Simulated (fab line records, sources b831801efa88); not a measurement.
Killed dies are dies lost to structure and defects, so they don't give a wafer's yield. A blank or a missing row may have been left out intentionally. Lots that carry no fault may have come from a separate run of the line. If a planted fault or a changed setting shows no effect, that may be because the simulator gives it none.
8D (eight disciplines) problem report, filled in by code / flow gf180mcu / the parts of the form that need people (team, actions taken, sign-off) are left out

1. WHAT IS WRONG
Wafers without a fault read 541 s, standard deviation 3.7; run_length_s at GF_STI_WET_ETCH_17 reads a mean of 285 s on 6 wafers belonging to 2 lots. Measured from the usual mean, that is -69 standard deviations.
The step: etches Si3N4 in H3PO4, target depth 45 nm, time 514 s.
Earliest sighting: wafer L683.3 on wet_bench-04 at day 4 14:46. The record holds 42 wafers of 14 lots with a number at this step. The rule behind "out" and "out of limits": a value lying over 4 standard deviations away from the usual mean. The other wafers with a number count as sound.

2. WHAT IT IS, WHAT IT ISN'T
question=which readings at this step | is=run_length_s | is not=-
question=which lots | is=L683, L684 | is not=L671, L672, L673, L674, L676, L677, L678, L682, L685, L690, L693, L694
question=which wafers of those lots | is=all that have a number | is not=-
question=read on which tools | is=wet_bench-04 | is not=wet_bench-01, wet_bench-02
question=when | is=from day 4 14:46 | is not=up to then (24 sound wafers); but 12 sound wafers of L685, L690, L693, L694 came after

3. THE SUSPECTS, EACH WITH WHAT RULES IT OUT
Counting: a tool at any process step up to the reading remains a suspect when it ran all the lots that are out and ran no sound lot after the first of those.
- wet_bench-04 at GF_STI_WET_ETCH_17 (etches Si3N4 in H3PO4, target depth 45 nm, time 514 s): kept. It ran every lot that is out, first L683 (day 4 14:46), and no sound lot after that; its last sound lot up to then is L682 (day 4 11:07). Its own run_length_s readings are out on those wafers.
Left after counting: wet_bench-04 at GF_STI_WET_ETCH_17.

4. THE CAUSE (what the simulator had put in)
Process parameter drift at GF_STI_WET_ETCH_17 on wet_bench-04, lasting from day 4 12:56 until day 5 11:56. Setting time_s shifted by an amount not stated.
Counting left only this tool.

5. THE CHAIN OF EFFECTS, in route order
Each row: a reading where the mean over the struck wafers with a number is more than 3 standard deviations away from the usual. Scope: only readings with a usual standard deviation given in the record; hours: median across lots of the time from each lot's start at the first step in this table that gives one to its start at this step; sigmas: change in usual standard deviations.
hours=0; step=GF_STI_WET_ETCH_17; reading=run_length_s; usual=541 s; on struck wafers=285; change=-256; sigmas=-69
The process steps in it:
- GF_STI_WET_ETCH_17: etches Si3N4 in H3PO4, target depth 45 nm, time 514 s.

6. WHAT WOULD HAVE CAUGHT IT SOONER
2 hours passed between the start of the fault at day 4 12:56 and the first reading out of limits in this record, taken at day 4 14:46.
